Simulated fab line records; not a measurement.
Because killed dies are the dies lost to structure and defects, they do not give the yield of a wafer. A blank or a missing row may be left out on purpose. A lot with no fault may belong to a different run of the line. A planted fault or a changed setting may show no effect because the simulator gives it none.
Problem report in the 8D (eight disciplines) form, filled by code | flow sky130 | the parts of the form that need people (team, actions taken, sign-off) are left out

== 1. WHAT IS WRONG ==
Wafers without a fault read 44, standard deviation 6.9; killed_at_M0_to_M3 at SKY_PAD_OPEN_PROBE_99 reads a mean of 128 on 4 wafers belonging to 3 lots. That is +12 standard deviations from the usual mean.
The first sign was on wafer L138.4 at day 48 00:52, on prober-01. Wafers with a number at this step in the record: 15, from 5 lots. By rule, "out" or "out of limits" means more than 4 standard deviations away from the usual mean. The other wafers with a number count as sound.

== 2. WHAT IT IS, AND WHAT IT ISN'T ==
question                    | is                                                                                                                     | is not
which readings at this step | killed_at_M0_to_M3, defect_limited_yield, killed_dies, killed_on_rim, sort_bin_5_function, sort_n_pass, sort_yield_pct | killed_at_M4_up, killed_at_contacts, killed_at_front_end, killed_at_other, killed_short
which lots                  | L138, L139, L141                                                                                                       | L132, L147
which wafers of those lots  | L138.4, L138.6, L139.2, L141.2                                                                                         | L138.2, L139.3, L139.4, L141.5, L141.6
read on which tools         | prober-01, prober-02                                                                                                   | -
when                        | from day 48 00:52                                                                                                      | up to then (4 sound wafers); but 7 sound wafers of L139, L141, L147 came after

== 3. SUSPECTS, AND WHAT RULES EACH OUT ==
Counting: any tool at a process step up to the reading remains a suspect provided it ran every lot that is out. Sound lots after the first of them don't rule it out here, since some wafers of a struck lot are sound.
- cmp-02 at SKY_VIA2_CMP_24 (polishes, stops on SiO2, t overpolish 20 s, target thk 0 nm): kept. It ran every lot that is out, first L138 (day 39 00:59).
- At SKY_VIA2_CMP_24, inside cmp-02: chamber 0 took the wafers that are out, while their sound lot-mates went through chambers 1, 2, 3.
Remaining after the count: cmp-02 at SKY_VIA2_CMP_24.

== 4. THE CAUSE (what the simulator had put in) ==
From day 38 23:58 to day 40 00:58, cmp-02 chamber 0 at SKY_VIA2_CMP_24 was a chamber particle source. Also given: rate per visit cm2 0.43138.
Counting left only this tool.

== 5. THE EFFECT CHAIN, in route order ==
One row per reading whose mean, taken over the struck wafers that have a number, lies over 3 standard deviations from the usual. Readings are gone through only where the record gives a usual standard deviation; hours: the median, over the lots, of the time from a lot's start at the first step in this table giving one to that lot's start at this step; sigmas: the change measured in usual standard deviations.
hours | step                  | reading              | usual  | on struck wafers | change | sigmas
0     | SKY_PAD_OPEN_PROBE_99 | defect_limited_yield | 82.2 % | 65.8             | -16.4  | -8.6
0     | SKY_PAD_OPEN_PROBE_99 | killed_at_M0_to_M3   | 44     | 128              | +84    | +12
0     | SKY_PAD_OPEN_PROBE_99 | killed_dies          | 88     | 168              | +80    | +8.7
0     | SKY_PAD_OPEN_PROBE_99 | killed_on_rim        | 17     | 34               | +17    | +4.8
0     | SKY_PAD_OPEN_PROBE_99 | sort_bin_3_pad_short | 0.9 %  | 2.2              | +1.4   | +3.1
0     | SKY_PAD_OPEN_PROBE_99 | sort_bin_5_function  | 10.6 % | 20.8             | +10.2  | +6.8
0     | SKY_PAD_OPEN_PROBE_99 | sort_bin_6_memory    | 6.4 %  | 11.1             | +4.7   | +4.3
0     | SKY_PAD_OPEN_PROBE_99 | sort_n_pass          | 404    | 324              | -80    | -8.7
0     | SKY_PAD_OPEN_PROBE_99 | sort_yield_pct       | 82.2 % | 65.8             | -16.4  | -8.6
The process steps in it:
- SKY_PAD_OPEN_PROBE_99

== 6. HOW IT WOULD HAVE BEEN CAUGHT EARLIER ==
In this record the first reading out of limits was taken at day 48 00:52, 217 hours after the fault began at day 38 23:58.
An alarm limit of 4 standard deviations would not have fired on the tool readings at SKY_VIA2_CMP_24 for which the record gives a usual standard deviation, since none of them was out on any struck wafer.
Each of the lots that are out, 3 in all, had begun SKY_VIA2_CMP_24 on cmp-02 no later than day 48 00:52. Tool hold at that time: it would have spared none of them.
